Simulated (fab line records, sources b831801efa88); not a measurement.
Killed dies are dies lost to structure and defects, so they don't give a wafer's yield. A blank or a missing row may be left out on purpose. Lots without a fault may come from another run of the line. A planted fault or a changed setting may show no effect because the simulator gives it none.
Which tool did it? | flow gf180mcu | 14 lots, 42 wafers sampled, at 2 steps of a route of 602

WHAT THE GAUGES READ, wafer by wafer
GF_TOP_METAL_OVL_MEAS_15. Usual: TOP_METAL_OVL -0.3 nm, standard deviation 1.4.
lot  | measured     | on         | TOP_METAL_OVL (nm) | flag
L622 | day 28 08:28 | overlay-02 | -0.5 -0.9 -1.9     |
L623 | day 28 08:53 | overlay-01 | -0.2 1.0 -1.5      |
L624 | day 28 16:47 | overlay-01 | 0.2 -0.4 1.2       |
L625 | day 29 00:24 | overlay-01 | 2.9 2.9 1.0        |
L629 | day 30 10:32 | overlay-01 | -0.4 -0.9 1.5      |
L633 | day 31 15:34 | overlay-01 | 0.3 1.9 -0.5       |
L634 | day 31 21:21 | overlay-01 | -2.6 -2.0 -1.8     |
L635 | day 32 05:08 | overlay-02 | 0.4 2.2 -0.4       |
L636 | day 32 06:42 | overlay-01 | -2.2 -0.5 -1.6     |
L638 | day 33 02:45 | overlay-02 | 0.0 0.5 0.2        |
L639 | day 33 07:22 | overlay-01 | 2.8 1.4 1.2        |
L640 | day 33 11:36 | overlay-01 | 1.7 -0.9 0.9       |
L642 | day 33 15:12 | overlay-01 | -0.5 -0.6 -1.8     |
L645 | day 34 09:20 | overlay-02 | -1.2 -2.5 -2.7     |

WHICH TOOL RAN EACH LOT (tool, then ch and the chambers of the sampled wafers, then the start)
lot  | GF_CONTACT_SPUTTER_23
L622 | pvd_sputter-04, day 16 04:31
L623 | pvd_sputter-02, day 16 08:17
L624 | pvd_sputter-01, day 16 19:07
L625 | pvd_sputter-04, day 17 04:22
L629 | pvd_sputter-04, day 18 20:23
L633 | pvd_sputter-04, day 20 12:16
L634 | pvd_sputter-04, day 20 18:23
L635 | pvd_sputter-02, day 21 09:24
L636 | pvd_sputter-02, day 21 10:47
L638 | pvd_sputter-02, day 22 11:59
L639 | pvd_sputter-02, day 22 17:23
L640 | pvd_sputter-02, day 22 22:29
L642 | pvd_sputter-02, day 23 07:19
L645 | pvd_sputter-02, day 24 10:21
- GF_CONTACT_SPUTTER_23: material TiN, target thk 10 nm, time 40 s.

WHAT THE TOOLS THEMSELVES READ (means of the sampled wafers that have a number; where no wafer has one, the mark that the record gives instead)
GF_CONTACT_SPUTTER_23. Usual: throttle_valve_pct 30.3 %, standard deviation 0.77.
lot  | tool           | throttle_valve_pct (%) | flag
L622 | pvd_sputter-04 | 30.9                   |
L623 | pvd_sputter-02 | 29.8                   |
L624 | pvd_sputter-01 | 30.7                   |
L625 | pvd_sputter-04 | 30.8                   |
L629 | pvd_sputter-04 | 30.7                   |
L633 | pvd_sputter-04 | 30.8                   |
L634 | pvd_sputter-04 | 31.0                   |
L635 | pvd_sputter-02 | 30.0                   |
L636 | pvd_sputter-02 | 29.6                   |
L638 | pvd_sputter-02 | 29.9                   |
L639 | pvd_sputter-02 | 30.7                   |
L640 | pvd_sputter-02 | 29.8                   |
L642 | pvd_sputter-02 | 30.0                   |
L645 | pvd_sputter-02 | 30.0                   |

THE ANSWER, worked out from the rows above alone
Rule: a lot is off if the mean of its wafers that have a number lies more than 3 standard deviations from the usual mean. A lot without any number at a reading at which 4 lots or more have one is off too. The other lots that the step has rows for count as sound. The gauges are gone through in route order, then the tools' own readings, and for those a lot's mean is taken as printed above. The first step at which some lot is off is used, and at that step the reading that is off furthest; a lot without a number counts as furthest.
No lot is off at any reading shown: from this, nothing can be told.

WHAT THE SIMULATOR HAD PUT IN
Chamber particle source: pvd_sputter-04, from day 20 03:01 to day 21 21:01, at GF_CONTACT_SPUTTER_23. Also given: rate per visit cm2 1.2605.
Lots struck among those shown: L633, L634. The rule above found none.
